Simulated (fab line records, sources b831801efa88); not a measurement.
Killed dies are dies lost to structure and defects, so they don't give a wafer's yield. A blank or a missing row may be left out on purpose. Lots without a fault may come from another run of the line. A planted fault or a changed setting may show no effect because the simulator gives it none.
fab line records | flow sky130 | part 2 of 2: steps 43 to 43 of 43
record lots=6 wafers=18 last_day=50
route steps=708 shown METAL4@622 VIA4@639 METAL5@661 PAD_OPEN@708
lots that met no fault: from a run of the same line without faults
start_h: hours from the record's first day to the start of the lot's first wafer shown | wait_h: hours since the lot's step before | " the same as in the row above | L1.1+2: a row that stands for several wafers | - no value, or no start given | * or withheld: withheld | < > ~ a bound
route shown NAME@n: a module of which the file shows steps, and the number in the route of the first | usual: mean/standard deviation of fault-free wafers | same: alike in all rows | chamber/n: place in a boat | sites: the reading at each site | _std_site: their standard deviation | _edge_site: outer sites' mean less inner sites' | radius_mm: how far each site lies from the wafer's centre | mask NAME#n: copy n | behind: the tool/chamber that last shaped the wafer | hold: why the lot was held/for how many hours/how that ended | device: the transistor (n, p or np) that didn't switch | end of line: the same wafers' tests at the end of the route | a step without rows: its recipe alone | killed: dies lost to structure and defects at the first sort, not the wafer's yield | map: a wafer's dies, x killed, . not, _ none there
set.NAME: the setting as run; set.NAME@STEP: as run at that earlier step | model.NAME: the simulator's own value behind a step, which no gauge read
lots at some steps of the route; a table a step, a row a wafer
services: from which hour (start_h, from the record's first day; less than 0 if before it) a tool's chamber was out of use, for how many hours, and why
## steps
# step SKY_PAD_OPEN_PROBE_99
# usual defect_limited_yield=82.6/1.9 killed_at_M0_to_M3=43/7.1 killed_at_M4_up=3.0/1.6 killed_at_contacts=24/5.3 killed_at_front_end=16/4.1 killed_at_other=0.5/0.82 killed_dies=86/9.4 killed_open=46/6.9 killed_short=39/6.5 sort_bin_3_pad_short=0.9/0.45 sort_bin_5_function=10.3/1.5 sort_bin_6_memory=6.2/1.1 sort_n_pass=406/9.4 sort_yield_pct=82.6/1.9
# same gross_dies=492 killed_at_back_side=0 sort_bin_4_leakage[%]=0 sort_bin_8_speed[%]=0
# columns lot.wafer tool chamber start_h wait_h defect_limited_yield[%] killed_at_M0_to_M3 killed_at_M4_up killed_at_contacts killed_at_front_end killed_at_other killed_dies killed_open killed_short sort_bin_3_pad_short[%] sort_bin_5_function[%] sort_bin_6_memory[%] sort_n_pass sort_yield_pct[%] model.etest.tester.sort_n_pass model.etest.tester.sort_yield_pct model.etest.tester.sort_bin_5_pct model.etest.tester.sort_bin_3_pct
L855.3 prober-02 - 1100.92 0.2 82.1 47 2 17 21 1 88 50 38 1.0 10.4 6.5 404 82.1 404 82.11 10.37 1.016
L855.5 prober-02 - 1101.02 0.2 82.5 37 2 28 19 0 86 50 36 0.4 10.4 6.7 406 82.5 406 82.52 10.37 0.4065
L855.6 prober-02 - 1101.07 0.2 82.3 40 3 24 20 0 87 41 46 1.4 10.6 5.7 405 82.3 405 82.32 10.57 1.423
L864.1 prober-02 - 1138.96 0.1 81.3 50 3 24 15 0 92 54 38 1.8 10.6 6.3 400 81.3 400 81.3 10.57 1.829
L864.2 prober-02 - 1139.01 0.1 82.3 43 2 25 17 0 87 42 45 1.0 9.8 6.9 405 82.3 405 82.32 9.756 1.016
L864.3 prober-02 - 1139.06 0.2 85.4 40 1 19 11 1 72 38 34 0.2 9.3 5.1 420 85.4 420 85.37 9.35 0.2033
L865.1 prober-01 - 1139.18 0.1 81.1 46 4 28 15 0 93 48 44 0.8 11.8 6.3 399 81.1 399 81.1 11.79 0.813
L865.2 prober-01 - 1139.23 0.1 84.6 31 5 24 16 0 76 44 32 1.2 10.0 4.3 416 84.6 416 84.55 9.959 1.22
L865.5 prober-01 - 1139.38 0.2 85.6 38 4 18 10 1 71 41 29 0.6 9.1 4.7 421 85.6 421 85.57 9.146 0.6098
L867.1 prober-01 - 1157.20 0.1 80.7 55 1 23 16 0 95 54 41 1.0 12.2 6.1 397 80.7 397 80.69 12.2 1.016
L867.2 prober-01 - 1157.25 0.1 82.7 40 2 28 14 1 85 55 30 0.2 10.8 6.3 407 82.7 407 82.72 10.77 0.2033
L867.5 prober-01 - 1157.40 0.2 81.1 40 2 34 16 1 93 52 41 0.4 11.6 6.9 399 81.1 399 81.1 11.59 0.4065
L873.2 prober-01 - 1183.37 0.1 82.7 38 3 19 25 0 85 45 40 0.6 11.4 5.3 407 82.7 407 82.72 11.38 0.6098
L873.5 prober-01 - 1183.52 0.2 84.8 31 2 24 18 0 75 43 32 0.8 10.2 4.3 417 84.8 417 84.76 10.16 0.813
L873.6 prober-01 - 1183.57 0.2 80.5 30 20 34 12 0 96 41 35 2.6 11.4 5.5 396 80.5 396 80.49 11.38 2.642
L874.2 prober-01 - 1190.58 0.1 80.9 35 25 21 13 0 94 34 39 2.0 10.2 6.9 398 80.9 398 80.89 10.16 2.033
L874.3 prober-01 - 1190.63 0.2 86.6 23 1 23 19 0 66 34 32 1.4 6.9 5.1 426 86.6 426 86.59 6.911 1.423
L874.4 prober-01 - 1190.68 0.2 80.3 33 26 21 17 0 97 38 37 1.8 13.2 4.7 395 80.3 395 80.28 13.21 1.829
# killed by level:class
L855.3 VIA1:geometric_particle:open=10 CONTACT:geometric_particle:open=8 POLY_GATE:geometric_particle:open=7 VIA3:geometric_particle:open=7 FIELD_ISO:geometric_particle:short=6 VIA2:geometric_particle:open=6 METAL1:geometric_particle:short=6 FIELD_ISO:geometric_particle:open=5
L855.5 LI_CONTACT:geometric_particle:open=9 VIA1:geometric_particle:open=9 CONTACT:geometric_particle:open=8 METAL1:geometric_particle:short=6 CONTACT:geometric_particle:short=6 VIA2:geometric_particle:open=6 FIELD_ISO:geometric_particle:open=5 POLY_GATE:geometric_particle:short=4
L855.6 METAL2:geometric_particle:short=10 POLY_GATE:geometric_particle:open=7 LOCAL_INTERCONNECT:geometric_particle:short=7 CONTACT:geometric_particle:short=7 VIA3:geometric_particle:open=7 VIA1:geometric_particle:open=7 CONTACT:geometric_particle:open=6 FIELD_ISO:geometric_particle:short=4
L864.1 VIA1:geometric_particle:open=14 LI_CONTACT:geometric_particle:open=10 VIA3:geometric_particle:open=10 LOCAL_INTERCONNECT:geometric_particle:short=8 METAL2:geometric_particle:short=6 METAL1:geometric_particle:short=4 POLY_GATE:geometric_particle:open=4 VIA1:geometric_particle:short=4
L864.2 VIA1:geometric_particle:open=12 METAL1:geometric_particle:short=9 FIELD_ISO:geometric_particle:short=8 LI_CONTACT:geometric_particle:open=8 CONTACT:geometric_particle:open=8 VIA2:geometric_particle:short=7 METAL2:geometric_particle:short=6 FIELD_ISO:geometric_particle:open=4
L864.3 VIA3:geometric_particle:open=10 LI_CONTACT:geometric_particle:open=6 LOCAL_INTERCONNECT:geometric_particle:short=6 METAL2:geometric_particle:short=6 POLY_GATE:geometric_particle:open=4 VIA1:geometric_particle:short=4 METAL1:geometric_particle:short=4 VIA2:geometric_particle:open=4
L865.1 VIA1:geometric_particle:open=15 CONTACT:geometric_particle:short=7 METAL1:geometric_particle:short=7 FIELD_ISO:geometric_particle:open=6 LI_CONTACT:geometric_particle:short=6 CONTACT:geometric_particle:open=6 VIA2:geometric_particle:open=6 LI_CONTACT:geometric_particle:open=5
L865.2 LI_CONTACT:geometric_particle:open=7 CONTACT:geometric_particle:open=6 VIA1:geometric_particle:open=6 FIELD_ISO:geometric_particle:open=5 POLY_GATE:geometric_particle:open=5 LOCAL_INTERCONNECT:geometric_particle:short=5 VIA1:geometric_particle:short=5 VIA2:geometric_particle:open=5
L865.5 LI_CONTACT:geometric_particle:open=12 VIA1:geometric_particle:open=12 METAL1:geometric_particle:short=8 VIA2:geometric_particle:short=5 METAL3:geometric_particle:short=5 POLY_GATE:geometric_particle:open=4 CONTACT:geometric_particle:open=4 VIA2:geometric_particle:open=3
L867.1 VIA1:geometric_particle:open=19 VIA2:geometric_particle:open=7 LOCAL_INTERCONNECT:geometric_particle:short=7 VIA1:geometric_particle:short=7 LI_CONTACT:geometric_particle:open=6 FIELD_ISO:geometric_particle:short=5 CONTACT:geometric_particle:short=5 METAL1:geometric_particle:short=5
L867.2 VIA1:geometric_particle:open=12 CONTACT:geometric_particle:open=11 LI_CONTACT:geometric_particle:open=9 VIA3:geometric_particle:open=7 FIELD_ISO:geometric_particle:open=5 METAL1:geometric_particle:short=5 VIA2:geometric_particle:open=4 METAL3:geometric_particle:short=4
L867.5 LI_CONTACT:geometric_particle:open=11 CONTACT:geometric_particle:open=9 VIA1:geometric_particle:open=8 VIA2:geometric_particle:open=7 VIA3:geometric_particle:open=7 CONTACT:geometric_particle:short=6 POLY_GATE:geometric_particle:open=5 VIA3:geometric_particle:short=5
L873.2 VIA1:geometric_particle:open=10 POLY_GATE:geometric_particle:short=9 CONTACT:geometric_particle:open=8 VIA1:geometric_particle:short=7 FIELD_ISO:geometric_particle:short=6 VIA2:geometric_particle:open=6 VIA3:geometric_particle:open=6 POLY_GATE:geometric_particle:open=4
L873.5 VIA1:geometric_particle:open=11 CONTACT:geometric_particle:open=8 METAL1:geometric_particle:short=5 LI_CONTACT:geometric_particle:open=4 LI_CONTACT:geometric_particle:short=4 CONTACT:geometric_particle:short=4 FIELD_ISO:geometric_particle:open=3 FIELD_ISO:geometric_particle:short=3
L873.6 METAL4:unspecified=20 CONTACT:geometric_particle:open=13 LOCAL_INTERCONNECT:geometric_particle:short=8 VIA1:geometric_particle:open=7 POLY_GATE:geometric_particle:short=6 LI_CONTACT:geometric_particle:open=6 VIA3:geometric_particle:open=4 VIA1:geometric_particle:short=4
L874.2 METAL4:unspecified=20 VIA1:geometric_particle:open=10 METAL2:geometric_particle:short=9 CONTACT:geometric_particle:short=7 CONTACT:geometric_particle:open=5 FIELD_ISO:geometric_particle:short=4 LI_CONTACT:geometric_particle:open=4 VIA2:geometric_particle:open=4
L874.3 POLY_GATE:geometric_particle:open=6 CONTACT:geometric_particle:open=6 FIELD_ISO:geometric_particle:short=5 FIELD_ISO:geometric_particle:open=5 CONTACT:geometric_particle:short=5 LI_CONTACT:geometric_particle:open=4 LOCAL_INTERCONNECT:geometric_particle:short=4 VIA2:geometric_particle:open=4
L874.4 METAL4:unspecified=22 VIA1:geometric_particle:open=11 CONTACT:geometric_particle:open=8 METAL2:geometric_particle:short=6 POLY_GATE:geometric_particle:open=5 POLY_GATE:geometric_particle:short=5 LI_CONTACT:geometric_particle:open=5 VIA3:geometric_particle:open=5
# map L873.6 (x killed, . not)
__________.........x_________
________....x..x.x.x.._______
______...x.............._____
_____....x.......x.......____
____xx.........x.....xx..x___
___........x.x..x..........__
__.......x..x..........xx..._
_.......x............x......x
_...xxx.......x...xx.x.......
_.xx...................xx...x
_....x............x..........
_......xx..x....xx..........x
_........................x.x.
_x.x..............xxx...x....
_....x.......................
__.........x.x..x...x.....x._
___....x..................x__
____..xx.xx........x.x....___
_____..x...x.........x.x.____
______..x......x.xxxxxxx_____
________x.x.x..xxxxxxx_______
__________.x..xxxxxx_________
# map L874.4 (x killed, . not)
__________....x....x_________
________.x.....x..x..._______
______...............x.._____
_____...xx......xx.x...xx____
____.....x...........x....___
___.x..xx................x.__
__....x..............xx....._
_xx.........................x
_.x.x...x.....xx......x.....x
_...x.................x.xx...
_......x.........x.......x..x
_............................
_.....x....x..xxx..xx..x.....
_............x..........xx...
_.x....x....xx.....x.....xxxx
__.......xx.......xx........_
___......x...............x.__
____.............x........___
_____...x...xx.x....x....____
______.x...x...xx.xxx.x._____
________x...x.xxxxxxxx_______
__________...xxxxxxx_________
## services
# columns tool chamber start_h hours kind
rie_metal-03 - 1008.49 0.6 repair
pvd_sputter-03 - 1013.09 3.5 repair
pvd_sputter-02 2 1033.90 - consumable_replace:kit
pvd_sputter-02 2 1033.90 18.0 scheduled_down
pvd_sputter-02 2 1033.90 18.0 vent_cycle
rie_metal-03 - 1047.00 14.6 pm
plasma_asher-01 - 1055.25 9.0 pm
plasma_asher-01 0 1055.25 9.0 vent_cycle
plasma_asher-01 1 1055.25 9.0 vent_cycle
plasma_asher-01 - 1057.18 1.2 repair
rie_metal-04 0 1063.94 3.7 repair
plasma_asher-01 0 1064.25 - clean
plasma_asher-01 1 1064.25 - clean
plasma_asher-01 - 1069.78 0.4 repair
pvd_sputter-03 3 1082.38 - consumable_replace:kit
pvd_sputter-03 3 1082.38 18.0 scheduled_down
pvd_sputter-03 3 1082.38 18.0 vent_cycle
rie_metal-03 - 1096.45 0.6 repair
pvd_sputter-01 - 1133.79 1.3 repair
## key
first_sign step=SKY_PAD_OPEN_PROBE_99 reading=killed_at_M4_up direction=up sigmas=13 usual=3.0 struck=23.7
effect step=SKY_PAD_OPEN_PROBE_99 reading=sort_bin_3_pad_short direction=up sigmas=2.8 usual=0.9 struck=2.2 wafers_moved=2
model_effect step=SKY_PAD_OPEN_PROBE_99 value=etest.tester.sort_n_pass without=414.7 struck=396.3
met_at SKY_METAL4_METAL_ETCH_18
struck_wafers L873.6,L874.2,L874.4
onset_between 1072.21 1104.02
fault kind=chamber_particle_source tool=rie_metal-04 chamber=0 onset_h=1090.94 steps=SKY_METAL4_METAL_ETCH_18 rate_per_visit_cm2=0.87041 end_h=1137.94
